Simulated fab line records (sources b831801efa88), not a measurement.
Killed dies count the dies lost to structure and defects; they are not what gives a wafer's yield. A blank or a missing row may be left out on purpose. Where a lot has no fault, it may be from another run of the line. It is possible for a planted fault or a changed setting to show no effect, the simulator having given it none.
Check for tools in common | flow gf180mcu | Lots sampled 13, wafers sampled 39

== REASON IT WAS OPENED ==
1 of 13 lots carry a flag on the reading VT_IMPLANT_2_TW at GF_VT_IMPLANT_TW_MEAS_21. Wafers without a fault read 1207, standard deviation 12.
Rule: flag the lot when none of its wafers has a number, or when each of its wafers that has one lies beyond 4 standard deviations from that mean. All remaining lots are regarded as sound.

lot  | measured     | on            | VT_IMPLANT_2_TW, wafer by wafer | flag
L371 | day 6 07:47  | film-metro-03 | 1212 1218 1218                  |
L374 | day 7 01:19  | film-metro-04 | 1194 1194 1199                  |
L375 | day 7 06:01  | film-metro-04 | 1188 1191 1196                  |
L376 | day 7 16:37  | film-metro-01 | 1205 1207 1216                  |
L377 | day 7 19:46  | film-metro-04 | 1189 1192 1191                  |
L378 | day 8 02:23  | film-metro-03 | 1215 1218 1218                  |
L380 | day 8 14:32  | film-metro-03 | 1214 1219 1213                  |
L381 | day 8 23:28  | film-metro-01 | 1217 1213 1208                  |
L385 | day 10 00:58 | film-metro-04 | 1183 1182 1173                  |
L386 | day 10 08:37 | film-metro-03 | 1214 1218 1215                  |
L387 | day 10 14:53 | film-metro-03 | 1214 1213 1222                  |
L388 | day 10 22:12 | film-metro-01 | 1207 1198 1207                  |
L391 | day 11 12:09 | film-metro-01 | 30 30 30                        | FLAGGED
The numbers of the flagged lots are 30 on average: -1177 against the usual, or -98 standard deviations.

== WHICH TOOL RAN EACH LOT ==
The record keeps 1 process step preceding the reading, out of 602 steps on the route. Read each cell as the tool, then ch plus the chambers that the sampled wafers visited, then the start.
lot  | flag    | GF_VT_IMPLANT_EXPOSE_15
L371 |         | iline-stepper-01 ch 0, day 5 23:56
L374 |         | iline-stepper-02 ch 0, day 6 17:43
L375 |         | iline-stepper-01 ch 0, day 6 21:55
L376 |         | iline-stepper-01 ch 0, day 7 08:11
L377 |         | iline-stepper-02 ch 0, day 7 11:12
L378 |         | iline-stepper-01 ch 0, day 7 18:20
L380 |         | iline-stepper-01 ch 0, day 8 06:39
L381 |         | iline-stepper-01 ch 0, day 8 14:32
L385 |         | iline-stepper-01 ch 0, day 9 16:12
L386 |         | iline-stepper-01 ch 0, day 9 23:34
L387 |         | iline-stepper-02 ch 0, day 10 05:42
L388 |         | iline-stepper-02 ch 0, day 10 13:04
L391 | FLAGGED | iline-stepper-01 ch 0, day 11 03:05
What the steps here do:
- GF_VT_IMPLANT_EXPOSE_15: exposes mask Nwell LV AREA, target cd 860 nm.
- GF_VT_IMPLANT_TW_MEAS_21

== FLAGGED AGAINST TOTAL, ONE TOOL AT A TIME (gauges that did the reading follow at the end) ==
step                     | tool             | lots run | flagged | share of the flagged lots | sound lots run after its first flagged lot
GF_VT_IMPLANT_EXPOSE_15  | iline-stepper-01 | 9        | 1       | all                       | 0
GF_VT_IMPLANT_EXPOSE_15  | iline-stepper-02 | 4        | 0       | none                      | -
GF_VT_IMPLANT_TW_MEAS_21 | film-metro-01    | 4        | 1       | all                       | 0
GF_VT_IMPLANT_TW_MEAS_21 | film-metro-03    | 5        | 0       | none                      | -
GF_VT_IMPLANT_TW_MEAS_21 | film-metro-04    | 4        | 0       | none                      | -

== WHAT THE TABLE PERMITS ==
Every flagged lot went through 2 rows of the table: iline-stepper-01 at GF_VT_IMPLANT_EXPOSE_15 and film-metro-01 at GF_VT_IMPLANT_TW_MEAS_21.
- iline-stepper-01 at GF_VT_IMPLANT_EXPOSE_15: 1 of its 9 lots flagged. Its last sound lot is L386 (day 9 23:34), its first flagged lot L391 (day 11 03:05): a fault that began between those two fits.
- film-metro-01 at GF_VT_IMPLANT_TW_MEAS_21: 1 of its 4 lots flagged. Its last sound lot is L388 (day 10 22:12), its first flagged lot L391 (day 11 12:09): a fault that began between those two fits.
Because each of these 2 tools fits a fault that began at some hour, counting lots does not separate them. More lots, or a look at what each step does to the wafer, might.

== WHAT WAS PUT IN BY THE SIMULATOR ==
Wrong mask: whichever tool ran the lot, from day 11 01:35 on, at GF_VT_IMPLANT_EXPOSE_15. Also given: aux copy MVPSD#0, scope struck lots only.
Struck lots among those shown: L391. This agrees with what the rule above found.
